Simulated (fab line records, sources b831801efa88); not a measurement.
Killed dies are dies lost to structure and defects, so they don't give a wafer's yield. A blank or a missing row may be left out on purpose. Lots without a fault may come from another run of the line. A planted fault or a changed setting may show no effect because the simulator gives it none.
fab line records | flow sky130
record lots=6 wafers=18 last_day=49
route steps=708 shown LDD_P@263 LDD_HVN@267 LDD_HVP@278 PAD_OPEN@708
lots that met no fault: from a run of the same line without faults
start_h: hours from the record's first day to the start of the lot's first wafer shown | wait_h: hours since the lot's step before | " the same as in the row above | L1.1+2: a row that stands for several wafers | - no value, or no start given | * or withheld: withheld | < > ~ a bound
route shown NAME@n: a module of which the file shows steps, and the number in the route of the first | usual: mean/standard deviation of fault-free wafers | same: alike in all rows | chamber/n: place in a boat | sites: the reading at each site | _std_site: their standard deviation | _edge_site: outer sites' mean less inner sites' | radius_mm: how far each site lies from the wafer's centre | mask NAME#n: copy n | behind: the tool/chamber that last shaped the wafer | hold: why the lot was held/for how many hours/how that ended | device: the transistor (n, p or np) that didn't switch | end of line: the same wafers' tests at the end of the route | a step without rows: its recipe alone | killed: dies lost to structure and defects at the first sort, not the wafer's yield | map: a wafer's dies, x killed, . not, _ none there
set.NAME: the setting as run; set.NAME@STEP: as run at that earlier step | model.NAME: the simulator's own value behind a step, which no gauge read
lots at some steps of the route; a table a step, a row a wafer
services: from which hour (start_h, from the record's first day; less than 0 if before it) a tool's chamber was out of use, for how many hours, and why
## steps
# step SKY_LDD_P_OVL_MEAS_08
# usual LDD_P_OVL=-0.1/1.3
# columns lot.wafer tool chamber start_h wait_h LDD_P_OVL[nm]
L177.2 overlay-02 - 440.10 0.1 1.8
L177.5 " - " " 0.2
L177.6 " - " " 1.7
L181.1 overlay-01 - 474.92 0.1 0.8
L181.2 " - " " 0.5
L181.3 " - " " -0.8
L184.3 overlay-02 - 491.90 0.1 -1.5
L184.4 " - " " 1.3
L184.6 " - " " -1.5
L186.1 overlay-01 - 515.50 0.1 0.3
L186.2 " - " " 1.5
L186.4 " - " " -0.4
L190.4 overlay-02 - 545.11 0.1 0.2
L190.5 " - " " -0.7
L190.6 " - " " -0.8
L193.2 overlay-02 - 577.17 0.1 -1.7
L193.4 " - " " -2.3
L193.5 " - " " -0.3
# step SKY_LDD_P_IMPLANT_09
# recipe species=BF2 energy_kev=25 dose_cm2=1e+13 tilt_deg=withheld
# step SKY_LDD_P_STRIP_10
# recipe chemistry=O2/N2 power_w=1400 pressure_mtorr=1500 platen_temp_c=withheld o2_flow_sccm=3000 n2_flow_sccm=300 overash_fraction=0.5
# usual drypump_motor_current_A=6.0/0.43 oes_product_au=0.715/0.0046 strip_time_to_endpoint_s=14.17/0.038
# columns lot.wafer tool chamber start_h wait_h drypump_motor_current_A oes_product_au rf_hours_counter_h strip_time_to_endpoint_s
L177.2 plasma_asher-03 1 440.28 0.1 6.1 0.712 60 14.22
L177.5 " 1 " " 6.1 0.712 - 14.22
L177.6 " 0 " " 6.5 0.717 - 14.22
L181.1 plasma_asher-04 0 475.10 0.1 5.9 0.713 4 14.13
L181.2 " 1 " " 6.3 0.711 4 14.13
L181.3 " 0 " " 5.9 0.714 - 14.17
L184.3 plasma_asher-01 0 492.11 0.1 5.1 0.717 - 14.13
L184.4 " 1 " " 6.1 0.715 - 14.13
L184.6 " 1 " " 6.1 0.716 - 14.12
L186.1 plasma_asher-01 1 515.68 0.1 6.0 0.718 83 14.13
L186.2 " 0 " " 5.1 0.711 83 14.16
L186.4 " 0 " " 5.1 0.720 - 14.13
L190.4 plasma_asher-03 0 545.31 0.1 6.5 0.715 - 14.25
L190.5 " 1 " " 6.1 0.722 - 14.15
L190.6 " 0 " " 6.5 0.720 - 14.17
L193.2 plasma_asher-03 1 577.35 0.1 6.1 0.724 75 14.24
L193.4 " 0 " " 6.4 0.710 - 14.15
L193.5 " 0 " " 6.5 0.717 - 14.17
# step SKY_LDD_P_TW_MEAS_11
# usual LDD_P_TW=635/5.1
# columns lot.wafer tool chamber start_h wait_h LDD_P_TW
L177.2 film_metro-02 - 440.39 0.1 636
L177.5 " - " " 636
L177.6 " - " " 639
L181.1 film_metro-01 - 475.20 0.1 632
L181.2 " - " " 629
L181.3 " - " " 630
L184.3 film_metro-02 - 492.20 0.1 636
L184.4 " - " " 636
L184.6 " - " " 634
L186.1 film_metro-01 - 515.78 0.1 629
L186.2 " - " " 628
L186.4 " - " " 629
L190.4 film_metro-01 - 545.41 0.1 630
L190.5 " - " " 626
L190.6 " - " " 630
L193.2 film_metro-02 - 577.46 0.1 633
L193.4 " - " " 637
L193.5 " - " " 636
# step SKY_LDD_HVN_DEHYDRATE_00
# recipe temp_c=200 time_s=60
# step SKY_LDD_HVN_HMDS_01
# recipe prime_time_s=60 prime_temp_c=120
# step SKY_LDD_HVN_COAT_02
# recipe resist=NOVOLAK spin_rpm=3000 resist_thk_nm=300
# step SKY_LDD_HVN_SOFTBAKE_03
# recipe temp_c=90 time_s=60 resist=NOVOLAK
# step SKY_LDD_HVN_EXPOSE_04
# recipe mask_id=HVNTM na=0.6 source_shape=conventional sigma_outer=0.6 polarization=unpolarized target_cd_nm=700 dose_mj=127
# step SKY_LDD_HVN_PEB_05
# recipe temp_c=withheld time_s=* resist=NOVOLAK
# step SKY_LDD_HVN_DEVELOP_06
# recipe resist=NOVOLAK developer=TMAH develop_time_s=60 dev_temp_c=23
# step SKY_LDD_HVN_OVL_MEAS_07
# usual LDD_HVN_OVL=0.5/1.3
# columns lot.wafer tool chamber start_h wait_h LDD_HVN_OVL[nm]
L177.2 overlay-01 - 471.13 0.1 2.1
L177.5 " - " " 2.2
L177.6 " - " " 2.5
L181.1 overlay-01 - 506.27 0.1 2.7
L181.2 " - " " 1.0
L181.3 " - " " 0.2
L184.3 overlay-02 - 522.51 0.1 -1.1
L184.4 " - " " 1.0
L184.6 " - " " -1.1
L186.1 overlay-02 - 545.62 0.1 -0.2
L186.2 " - " " 1.2
L186.4 " - " " 1.4
L190.4 overlay-01 - 574.82 0.1 0.2
L190.5 " - " " 0.8
L190.6 " - " " -0.1
L193.2 overlay-01 - 606.90 0.1 0.1
L193.4 " - " " 0.0
L193.5 " - " " 0.7
# step SKY_LDD_HVN_IMPLANT_08
# recipe species=P energy_kev=60 dose_cm2=3e+13 tilt_deg=40
# usual beam_on_s=10.01/0.19 tilt_deg=40.002/0.02
# columns lot.wafer tool chamber start_h wait_h beam_on_s tilt_deg
L177.2 implanter-02 0 471.18 0.0 10.21 39.990
L177.5 " 0 " " 10.31 39.992
L177.6 " 0 " " 9.74 39.986
L181.1 implanter-03 0 506.31 0.0 9.98 40.033
L181.2 " 0 " " 9.65 39.966
L181.3 " 0 " " 9.89 40.013
L184.3 implanter-02 0 522.58 0.1 9.76 0.013
L184.4 " 0 " " 9.86 0.000
L184.6 " 0 " " 9.91 -0.013
L186.1 implanter-02 0 545.66 0.0 10.32 0.051
L186.2 " 0 " " 10.27 0.035
L186.4 " 0 " " 10.03 0.017
L190.4 implanter-03 0 574.91 0.1 10.27 39.984
L190.5 " 0 " " 10.24 40.014
L190.6 " 0 " " 10.01 40.013
L193.2 implanter-03 0 606.96 0.0 10.07 40.019
L193.4 " 0 " " 9.89 40.044
L193.5 " 0 " " 10.24 40.023
# step SKY_LDD_HVN_STRIP_09
# recipe chemistry=O2/N2 power_w=1400 pressure_mtorr=1500 platen_temp_c=withheld o2_flow_sccm=3000 n2_flow_sccm=300 overash_fraction=0.5
# usual drypump_motor_current_A=6.1/0.32 oes_product_au=0.408/0.0046 strip_time_to_endpoint_s=4.139/0.013
# columns lot.wafer tool chamber start_h wait_h drypump_motor_current_A oes_product_au rf_hours_counter_h strip_time_to_endpoint_s
L177.2 plasma_asher-02 0 471.31 0.1 6.0 0.408 32 4.106
L177.5 " 1 " " 6.2 0.419 - 4.121
L177.6 " 0 " " 6.0 0.405 - 4.145
L181.1 plasma_asher-03 0 506.46 0.1 6.4 0.408 67 4.143
L181.2 " 1 " " 6.1 0.409 67 4.139
L181.3 " 0 " " 6.5 0.406 - 4.133
L184.3 plasma_asher-01 1 522.72 0.1 6.1 0.404 - 4.142
L184.4 " 0 " " 5.1 0.408 - 4.142
L184.6 " 1 " " 6.1 0.411 - 4.145
L186.1 plasma_asher-01 0 545.81 0.1 5.1 0.412 86 4.111
L186.2 " 1 " " 6.1 0.410 86 4.140
L186.4 " 1 " " 6.0 0.411 - 4.151
L190.4 plasma_asher-03 1 575.02 0.1 6.1 0.404 - 4.121
L190.5 " 0 " " 6.5 0.414 - 4.132
L190.6 " 1 " " 6.1 0.411 - 4.135
L193.2 plasma_asher-03 1 607.08 0.1 6.1 0.406 77 4.144
L193.4 " 1 " " 6.1 0.411 - 4.153
L193.5 " 0 " " 6.5 0.402 - 4.146
# step SKY_LDD_HVN_TW_MEAS_10
# usual LDD_HVN_TW=1432/9.9
# columns lot.wafer tool chamber start_h wait_h LDD_HVN_TW
L177.2 film_metro-01 - 471.42 0.1 1432
L177.5 " - " " 1429
L177.6 " - " " 1423
L181.1 film_metro-02 - 506.56 0.1 1434
L181.2 " - " " 1437
L181.3 " - " " 1441
L184.3 film_metro-03 - 522.80 0.1 1283
L184.4 " - " " 1275
L184.6 " - " " 1284
L186.1 film_metro-03 - 545.91 0.1 1278
L186.2 " - " " 1278
L186.4 " - " " 1283
L190.4 film_metro-03 - 575.13 0.1 1437
L190.5 " - " " 1435
L190.6 " - " " 1442
L193.2 film_metro-03 - 607.19 0.1 1441
L193.4 " - " " 1442
L193.5 " - " " 1445
# step SKY_LDD_HVP_DEHYDRATE_00
# recipe temp_c=200 time_s=60
# step SKY_PAD_OPEN_PROBE_99
# usual killed_at_M0_to_M3=45/7 killed_at_M4_up=3.4/1.8 killed_at_contacts=24/5.4 killed_at_front_end=16/4.8 killed_at_other=0.4/0.62 killed_dies=89/10 killed_open=48/7.2 killed_short=40/6.3
# same gross_dies=492 killed_at_back_side=0
# columns lot.wafer tool chamber start_h wait_h killed_at_M0_to_M3 killed_at_M4_up killed_at_contacts killed_at_front_end killed_at_other killed_dies killed_open killed_short model.etest.tip_n_5v.rs_ohm_sq model.etest.nfet_g5v0d10v5.r_on_ohm_um model.etest.nfet_g5v0d10v5.drive_ua_um model.etest.nfet_05v0_nvt.drive_ua_um model.etest.tip_n_5v.rs_ohm_sq_range model.etest.res_ndiff_hv.rs_ohm_sq model.etest.ring_5v.delay_ps model.etest.nfet_g5v0d10v5.vt_sat_v
L177.2 prober-02 - 1079.51 0.1 41 1 23 15 1 81 45 36 1381 1876 608.1 576.4 26.52 113.3 44.55 0.7674
L177.5 prober-02 - 1079.66 0.2 44 3 30 10 0 87 53 34 1386 1913 600.1 566.8 26.8 112.7 45.04 0.7585
L177.6 prober-02 - 1079.71 0.2 46 2 21 14 0 83 49 34 1379 1900 605.8 578.7 27.69 113.2 44.41 0.7618
L181.1 prober-02 - 1102.11 0.1 38 3 31 15 0 87 46 41 1404 1901 598.9 570.3 32.75 114.8 44.23 0.7713
L181.2 prober-02 - 1102.16 0.1 35 1 16 10 0 62 34 27 1400 1878 605.9 577.4 35.96 113.9 43.95 0.7679
L181.3 prober-02 - 1102.21 0.2 44 2 19 13 0 78 52 25 1397 1910 599.5 573.4 29.49 113.8 44.38 0.7603
L184.3 prober-01 - 1114.16 0.2 50 3 24 19 0 96 47 46 987.4 1799 638.6 597.1 33.33 111.2 44.55 0.7284
L184.4 prober-01 - 1114.21 0.2 56 3 19 14 0 92 51 38 974.3 1810 623.4 588.4 24.69 111.4 44.94 0.7365
L184.6 prober-01 - 1114.31 0.2 60 4 23 22 0 109 61 45 978.5 1811 635.2 590.8 18.17 110.5 44.27 0.7218
L186.1 prober-01 - 1129.37 0.1 41 2 30 8 0 81 55 26 983.3 1814 617.2 579.1 21.33 111.5 43.96 0.7389
L186.2 prober-01 - 1129.42 0.1 51 6 28 23 1 109 64 45 988.5 1821 626.7 584 35.48 110 43.75 0.7364
L186.4 prober-01 - 1129.52 0.2 53 3 28 10 1 95 57 37 983.1 1799 625.6 588.6 23.23 111.8 43.87 0.7435
L190.4 prober-01 - 1148.13 0.2 49 1 22 11 0 83 47 35 1396 1894 602.4 572.5 28.08 115 44.75 0.7583
L190.5 prober-01 - 1148.18 0.2 33 8 27 16 1 85 44 41 1399 1903 602.7 576 35.46 115.4 44.97 0.7684
L190.6 prober-01 - 1148.23 0.2 47 4 20 9 0 80 44 36 1398 1906 606.6 575 43.56 114.4 44.88 0.7675
L193.2 prober-02 - 1167.42 0.1 37 3 20 12 1 73 39 34 1360 1929 591 566.6 32.06 113.5 45.18 0.7598
L193.4 prober-02 - 1167.52 0.2 50 1 28 25 0 104 59 45 1362 1909 587.6 564.4 36.54 113.5 45 0.7624
L193.5 prober-02 - 1167.57 0.2 48 4 22 16 1 91 52 37 1366 1887 592.4 570.1 33.24 113.7 44.84 0.7642
# killed by level:class
L177.2 VIA1:geometric_particle:open=16 LOCAL_INTERCONNECT:geometric_particle:short=7 LI_CONTACT:geometric_particle:open=6 CONTACT:geometric_particle:open=6 METAL1:geometric_particle:short=4 POLY_GATE:geometric_particle:open=4 VIA1:geometric_particle:short=4 METAL2:geometric_particle:short=4
L177.5 VIA1:geometric_particle:open=13 CONTACT:geometric_particle:open=11 VIA2:geometric_particle:open=10 LI_CONTACT:geometric_particle:open=8 CONTACT:geometric_particle:short=6 VIA1:geometric_particle:short=4 VIA3:geometric_particle:open=4 LI_CONTACT:geometric_particle:short=3
L177.6 VIA1:geometric_particle:open=11 VIA2:geometric_particle:open=10 CONTACT:geometric_particle:open=9 LI_CONTACT:geometric_particle:open=6 METAL2:geometric_particle:short=5 METAL1:geometric_particle:short=5 VIA1:geometric_particle:short=5 FIELD_ISO:geometric_particle:open=4
L181.1 VIA1:geometric_particle:open=12 CONTACT:geometric_particle:open=10 LI_CONTACT:geometric_particle:open=8 LOCAL_INTERCONNECT:geometric_particle:short=6 CONTACT:geometric_particle:short=6 POLY_GATE:geometric_particle:short=5 VIA1:geometric_particle:short=4 VIA2:geometric_particle:short=4
L181.2 CONTACT:geometric_particle:open=7 VIA1:geometric_particle:open=7 METAL2:geometric_particle:short=6 LI_CONTACT:geometric_particle:open=6 VIA1:geometric_particle:short=4 SPACER:geometric_particle:open=3 VIA2:geometric_particle:open=3 VIA2:geometric_particle:short=3
L181.3 VIA1:geometric_particle:open=14 VIA2:geometric_particle:open=9 LI_CONTACT:geometric_particle:open=8 CONTACT:geometric_particle:open=6 VIA3:geometric_particle:open=6 POLY_GATE:geometric_particle:short=3 VIA1:geometric_particle:short=3 METAL3:geometric_particle:short=3
L184.3 VIA1:geometric_particle:open=14 METAL1:geometric_particle:short=11 CONTACT:geometric_particle:open=10 VIA3:geometric_particle:open=6 VIA1:geometric_particle:short=5 FIELD_ISO:geometric_particle:short=4 POLY_GATE:geometric_particle:short=4 POLY_GATE:geometric_particle:open=4
L184.4 VIA1:geometric_particle:open=13 CONTACT:geometric_particle:open=9 METAL2:geometric_particle:short=8 VIA3:geometric_particle:open=7 VIA1:geometric_particle:short=6 VIA2:geometric_particle:open=4 METAL3:geometric_particle:short=4 FIELD_ISO:geometric_particle:short=3
L184.6 VIA1:geometric_particle:open=18 METAL1:geometric_particle:short=13 LI_CONTACT:geometric_particle:open=10 VIA2:geometric_particle:open=7 CONTACT:geometric_particle:open=6 METAL2:geometric_particle:short=5 POLY_GATE:geometric_particle:short=4 POLY_GATE:geometric_particle:open=4
L186.1 CONTACT:geometric_particle:open=15 VIA1:geometric_particle:open=11 VIA3:geometric_particle:open=9 VIA2:geometric_particle:open=8 LI_CONTACT:geometric_particle:open=6 CONTACT:geometric_particle:short=4 METAL2:geometric_particle:short=4 LI_CONTACT:geometric_particle:short=3
L186.2 VIA1:geometric_particle:open=17 LI_CONTACT:geometric_particle:open=13 VIA1:geometric_particle:short=9 CONTACT:geometric_particle:open=9 FIELD_ISO:geometric_particle:short=8 FIELD_ISO:geometric_particle:open=7 VIA2:geometric_particle:open=6 METAL2:geometric_particle:short=5
L186.4 VIA1:geometric_particle:open=14 VIA3:geometric_particle:open=11 CONTACT:geometric_particle:open=10 LI_CONTACT:geometric_particle:open=9 VIA3:geometric_particle:short=8 METAL1:geometric_particle:short=5 LI_CONTACT:geometric_particle:short=4 VIA2:geometric_particle:open=4
L190.4 VIA1:geometric_particle:open=11 CONTACT:geometric_particle:open=9 VIA2:geometric_particle:open=9 LOCAL_INTERCONNECT:geometric_particle:short=6 METAL2:geometric_particle:short=6 VIA3:geometric_particle:open=6 METAL1:geometric_particle:short=5 FIELD_ISO:geometric_particle:short=4
L190.5 LI_CONTACT:geometric_particle:open=10 VIA1:geometric_particle:open=7 METAL4:geometric_particle:short=7 POLY_GATE:geometric_particle:open=6 VIA3:geometric_particle:open=6 VIA1:geometric_particle:short=6 LOCAL_INTERCONNECT:geometric_particle:short=5 CONTACT:geometric_particle:open=5
L190.6 METAL1:geometric_particle:short=12 VIA3:geometric_particle:open=8 VIA1:geometric_particle:open=7 CONTACT:geometric_particle:open=6 VIA1:geometric_particle:short=6 VIA2:geometric_particle:open=6 LI_CONTACT:geometric_particle:open=5 LOCAL_INTERCONNECT:geometric_particle:short=4
L193.2 CONTACT:geometric_particle:open=7 VIA1:geometric_particle:open=6 VIA2:geometric_particle:open=6 LI_CONTACT:geometric_particle:open=5 METAL1:geometric_particle:short=5 POLY_GATE:geometric_particle:short=4 VIA2:geometric_particle:short=4 VIA3:geometric_particle:open=4
L193.4 VIA1:geometric_particle:open=11 CONTACT:geometric_particle:open=9 LI_CONTACT:geometric_particle:open=8 VIA2:geometric_particle:open=8 VIA3:geometric_particle:open=7 FIELD_ISO:geometric_particle:short=6 POLY_GATE:geometric_particle:open=6 METAL1:geometric_particle:short=6
L193.5 VIA1:geometric_particle:open=12 CONTACT:geometric_particle:open=9 METAL1:geometric_particle:short=7 METAL2:geometric_particle:short=7 VIA2:geometric_particle:open=7 LI_CONTACT:geometric_particle:open=6 FIELD_ISO:geometric_particle:open=5 CONTACT:geometric_particle:short=4
## services
# columns tool chamber start_h hours kind
plasma_asher-04 - 421.25 9.0 pm
plasma_asher-04 0 421.25 9.0 vent_cycle
plasma_asher-04 1 421.25 9.0 vent_cycle
plasma_asher-02 - 425.61 2.9 repair
plasma_asher-04 0 430.25 - clean
plasma_asher-04 1 430.25 - clean
plasma_asher-04 - 441.50 1.0 repair
implanter-03 - 446.07 0.7 repair
plasma_asher-01 - 446.61 1.3 repair
plasma_asher-04 - 477.43 4.0 pm
plasma_asher-01 - 502.01 3.6 repair
plasma_asher-01 - 516.94 0.4 repair
implanter-03 - 543.68 2.2 repair
plasma_asher-02 - 598.25 2.5 repair
## key
first_sign step=SKY_LDD_HVN_IMPLANT_08 reading=tilt_deg direction=down sigmas=99+ usual=* struck=*
effect step=SKY_LDD_HVN_TW_MEAS_10 reading=LDD_HVN_TW direction=down sigmas=15 usual=1432 struck=1280
model_effect step=SKY_PAD_OPEN_PROBE_99 value=etest.tip_n_5v.rs_ohm_sq without=1379 struck=982.5
met_at SKY_LDD_HVN_IMPLANT_08
struck_wafers L184.3,L184.4,L184.6,L186.1,L186.2,L186.4
tester_left_out L184,L186
onset_between 471.18 522.58
fault kind=process_parameter_drift tool=implanter-02 chamber=- onset_h=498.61 steps=SKY_LDD_HVN_IMPLANT_08 channel=tilt_deg offset=* shape=step end_h=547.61 acts_in=* stated=*
# tester_left_out: of these lots the tester's yield and bins aren't shown, on N5 and GAA mostly nor the transistor test; their killed dies are dies lost to structure and defects alone, not to doping, threshold or leakage, so they don't give the yield
